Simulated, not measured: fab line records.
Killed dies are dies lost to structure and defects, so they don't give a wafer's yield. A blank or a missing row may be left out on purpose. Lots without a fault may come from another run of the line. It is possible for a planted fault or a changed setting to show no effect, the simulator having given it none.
8D (eight disciplines) problem report, filled in by code :: flow sky130 :: the parts of the form that need people (team, actions taken, sign-off) are left out

== 1. WHAT IS WRONG ==
Across 6 wafers from 2 lots, LI_CONTACT_W_RS at SKY_LI_CONTACT_RS_MEAS_22 averages 0.397 ohm/sq, while fault-free wafers read 0.287 ohm/sq with a standard deviation of 0.0032. Measured from the usual mean, that is +34 standard deviations.
The step: measures by four-point-probe.
First seen on wafer L277.2, day 36 11:32, on film_metro-02. Wafers with a number at this step in the record: 33, from 11 lots. By rule, "out" or "out of limits" means more than 4 standard deviations away from the usual mean. Any other wafer with a number is counted as sound.

== 2. WHAT IT IS, WHAT IT ISN'T ==
question: which readings at this step
is: LI_CONTACT_W_RS
is not: -

question: which lots
is: L277, L279
is not: L257, L258, L261, L263, L264, L266, L267, L269, L275

question: which wafers of those lots
is: all that have a number
is not: -

question: read on which gauges
is: film_metro-02, film_metro-03
is not: film_metro-01

question: when
is: from day 36 11:32
is not: up to then (27 sound wafers)

== 3. SUSPECTS, AND WHAT RULES EACH OUT ==
Counting: a tool at any process step up to the reading remains a suspect when it ran all the lots that are out and ran no sound lot after the first of those.
- the gauge at SKY_LI_CONTACT_RS_MEAS_22 is ruled out. The wafers that are out were read on 2 gauges (film_metro-02, film_metro-03).
- cvd_w-02 at SKY_LI_CONTACT_CVD_21 (deposits W, target thk 400 nm, time 120.56 s): kept. All lots that are out passed through it, beginning with L277 at day 36 11:23, and no sound lot followed; its final sound lot before that point was L266 at day 33 08:27. Its own readings are out on those wafers: susceptor_temp_C.
The count leaves cvd_w-02 at SKY_LI_CONTACT_CVD_21.

== 4. THE CAUSE (what the simulator had put in) ==
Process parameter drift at SKY_LI_CONTACT_CVD_21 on cvd_w-02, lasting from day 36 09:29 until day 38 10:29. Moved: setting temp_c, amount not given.
Only this tool survived the counting.

== 5. THE EFFECT CHAIN, in route order ==
One row per reading whose mean, taken over the struck wafers that have a number, lies over 3 standard deviations from the usual. Scope: only readings with a usual standard deviation given in the record; hours: median across lots of the time from each lot's start at the first step in this table that gives one to its start at this step; sigmas: change in usual standard deviations.
hours: 0
step: SKY_LI_CONTACT_CVD_21
reading: susceptor_temp_C
usual: 399.96 C
on struck wafers: 382.54
change: -17.42
sigmas: -76

hours: 0
step: SKY_LI_CONTACT_RS_MEAS_22
reading: LI_CONTACT_W_RS
usual: 0.287 ohm/sq
on struck wafers: 0.397
change: +0.110
sigmas: +34

hours: 0
step: SKY_LI_CONTACT_THK_MEAS_23
reading: LI_CONTACT_W_THK
usual: 409 nm
on struck wafers: 297
change: -112
sigmas: -13

hours: 0
step: SKY_LI_CONTACT_CMP_24
reading: time_to_endpoint_s
usual: 96 s
on struck wafers: 72
change: -24
sigmas: -6.8
The process steps in it:
- SKY_LI_CONTACT_CVD_21: deposits W, target thk 400 nm, time 120.56 s.
- SKY_LI_CONTACT_CMP_24: polishes, stops on PSG, t overpolish 20 s, target thk 0 nm.
Later steps that measure or inspect, where all struck wafers having a row at the step show a number for every such reading and not one has moved that far: SKY_CONTACT_THK_MEAS_26.

== 6. WHAT WOULD HAVE CAUGHT IT SOONER ==
Counted from the fault's start at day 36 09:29, it took 2 hours until the first out-of-limits reading at a measuring or inspecting step in this record, taken at day 36 11:32.
The tool's own readings at SKY_LI_CONTACT_CVD_21 were out on every struck wafer that the step has a row for (susceptor_temp_C): an alarm limit on them would have fired on the first of those.
L279, from the lots that are out (2), started SKY_LI_CONTACT_CVD_21 on cvd_w-02 later than day 36 11:32. Had the tool been put on hold then, it would have been spared.
